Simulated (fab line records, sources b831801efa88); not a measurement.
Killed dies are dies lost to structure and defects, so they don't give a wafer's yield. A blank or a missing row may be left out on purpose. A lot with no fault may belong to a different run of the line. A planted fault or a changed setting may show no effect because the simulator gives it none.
Which tool was responsible? + flow sky130 + 12 lots with 36 wafers sampled at 3 steps, on a route of 708 steps

## WHAT THE GAUGES READ, wafer by wafer
SKY_METAL4_CD_MEAS_13: target cd 300 nm. Usual: 300.1 nm for cd nm, sd 1.4.
| lot  | measured     | on        | cd nm (nm)        | flag |
|------|--------------|-----------|-------------------|------|
| L789 | day 42 05:07 | cd sem-02 | 299.9 299.4 300.0 |      |
| L790 | day 42 07:31 | cd sem-02 | 297.7 297.4 300.0 |      |
| L791 | day 42 17:40 | cd sem-02 | 301.5 300.0 301.2 |      |
| L793 | day 43 05:56 | cd sem-02 | 302.3 300.3 300.4 |      |
| L794 | day 43 10:35 | cd sem-01 | 298.4 298.7 298.3 |      |
| L796 | day 44 12:05 | cd sem-01 | 298.8 298.1 299.2 |      |
| L797 | day 44 13:29 | cd sem-01 | 300.9 300.7 299.8 |      |
| L805 | day 46 13:10 | cd sem-01 | 299.8 300.0 301.8 |      |
| L807 | day 47 04:15 | cd sem-01 | 298.0 298.9 298.6 |      |
| L808 | day 47 10:02 | cd sem-02 | 301.6 300.8 300.3 |      |
| L810 | day 48 06:40 | cd sem-01 | 299.2 299.8 300.3 |      |
| L811 | day 48 07:05 | cd sem-01 | 302.4 300.6 301.0 |      |

## WHAT TOOL EACH LOT RAN ON (gives the tool, then ch and the chambers of the sampled wafers, and finally the start)
| lot  | SKY_METAL3_STRIP_19                  | SKY_METAL4_SPUTTER_00        |
|------|--------------------------------------|------------------------------|
| L789 | plasma asher-01 ch 0,1, day 38 21:08 | pvd sputter-03, day 40 01:54 |
| L790 | plasma asher-02 ch 0,1, day 39 00:56 | pvd sputter-01, day 40 05:28 |
| L791 | plasma asher-01 ch 0,1, day 39 13:02 | pvd sputter-01, day 40 16:49 |
| L793 | plasma asher-01 ch 0,1, day 40 01:15 | pvd sputter-02, day 41 05:08 |
| L794 | plasma asher-01 ch 0,1, day 40 06:59 | pvd sputter-03, day 41 10:31 |
| L796 | plasma asher-01 ch 0,1, day 41 10:46 | pvd sputter-03, day 42 13:32 |
| L797 | plasma asher-01 ch 0,1, day 41 12:12 | pvd sputter-02, day 42 14:57 |
| L805 | plasma asher-02 ch 0,1, day 43 15:50 | pvd sputter-03, day 44 17:53 |
| L807 | plasma asher-01 ch 0,1, day 44 03:53 | pvd sputter-03, day 45 10:41 |
| L808 | plasma asher-03 ch 0, day 44 15:31   | pvd sputter-01, day 45 15:51 |
| L810 | plasma asher-03 ch 0,1, day 45 13:08 | pvd sputter-02, day 46 13:49 |
| L811 | plasma asher-01 ch 0,1, day 45 13:18 | pvd sputter-03, day 46 14:25 |
- SKY_METAL3_STRIP_19: strips in O2/N2.
- SKY_METAL4_SPUTTER_00: material Ti, target thk 15 nm, time 10 s.

## AS READ BY THE TOOLS THEMSELVES (means over the sampled wafers that have a number; for cases with no such wafer, the mark the record gives instead)
SKY_METAL3_STRIP_19. Usual: drypump motor current A 5.3 A, standard deviation 0.45; o2 flow sccm 3002 sccm, standard deviation 9; oes product au 0.503 a.u., standard deviation 0.0059; strip time to endpoint s 6.55 s, standard deviation 0.086.
| lot  | tool            | drypump motor current A (A) | o2 flow sccm (sccm) | oes product au (a.u.) | strip time to endpoint s (s) | flag |
|------|-----------------|-----------------------------|---------------------|-----------------------|------------------------------|------|
| L789 | plasma asher-01 | 5.1                         | 3007                | 0.493                 | 6.44                         |      |
| L790 | plasma asher-02 | 5.2                         | 2998                | 0.501                 | 6.58                         |      |
| L791 | plasma asher-01 | 5.5                         | 3004                | 0.499                 | 6.49                         |      |
| L793 | plasma asher-01 | 5.5                         | 3012                | 0.503                 | 6.61                         |      |
| L794 | plasma asher-01 | 5.1                         | 2999                | 0.497                 | 6.51                         |      |
| L796 | plasma asher-01 | 5.0                         | 2998                | 0.502                 | 6.54                         |      |
| L797 | plasma asher-01 | 5.0                         | 3020                | 0.501                 | 6.52                         |      |
| L805 | plasma asher-02 | 5.2                         | 3004                | 0.504                 | 6.56                         |      |
| L807 | plasma asher-01 | 5.0                         | 3007                | 0.506                 | 6.58                         |      |
| L808 | plasma asher-03 | 5.4                         | 3013                | 0.504                 | 6.59                         |      |
| L810 | plasma asher-03 | 5.3                         | 2996                | 0.501                 | 6.51                         |      |
| L811 | plasma asher-01 | 5.0                         | 2997                | 0.498                 | 6.44                         |      |

SKY_METAL4_SPUTTER_00. Usual: 30.1 % for throttle valve pct, sd 0.83.
| lot  | tool           | throttle valve pct (%) | flag |
|------|----------------|------------------------|------|
| L789 | pvd sputter-03 | 30.2                   |      |
| L790 | pvd sputter-01 | 30.4                   |      |
| L791 | pvd sputter-01 | 30.1                   |      |
| L793 | pvd sputter-02 | 27.8                   |      |
| L794 | pvd sputter-03 | 30.6                   |      |
| L796 | pvd sputter-03 | 30.3                   |      |
| L797 | pvd sputter-02 | 28.5                   |      |
| L805 | pvd sputter-03 | 30.5                   |      |
| L807 | pvd sputter-03 | 30.5                   |      |
| L808 | pvd sputter-01 | 30.1                   |      |
| L810 | pvd sputter-02 | 29.3                   |      |
| L811 | pvd sputter-03 | 30.1                   |      |

## THE ANSWER, worked out from the rows above alone
Rule: take the mean of a lot's wafers that have a number; if it is more than 3 standard deviations from the usual mean, the lot is off. Also off: a lot with no number at a reading for which 4 or more lots have one. Any other lot the step has rows for is counted as sound. After the gauges, taken in route order, come the tools' own readings; for these a lot's mean is taken, as printed above. The first step at which some lot is off is used, and at that step the reading that is off furthest; a lot without a number counts as furthest.
Nothing can be told from this: no lot is off at any reading shown.

## WHAT THE SIMULATOR PUT IN
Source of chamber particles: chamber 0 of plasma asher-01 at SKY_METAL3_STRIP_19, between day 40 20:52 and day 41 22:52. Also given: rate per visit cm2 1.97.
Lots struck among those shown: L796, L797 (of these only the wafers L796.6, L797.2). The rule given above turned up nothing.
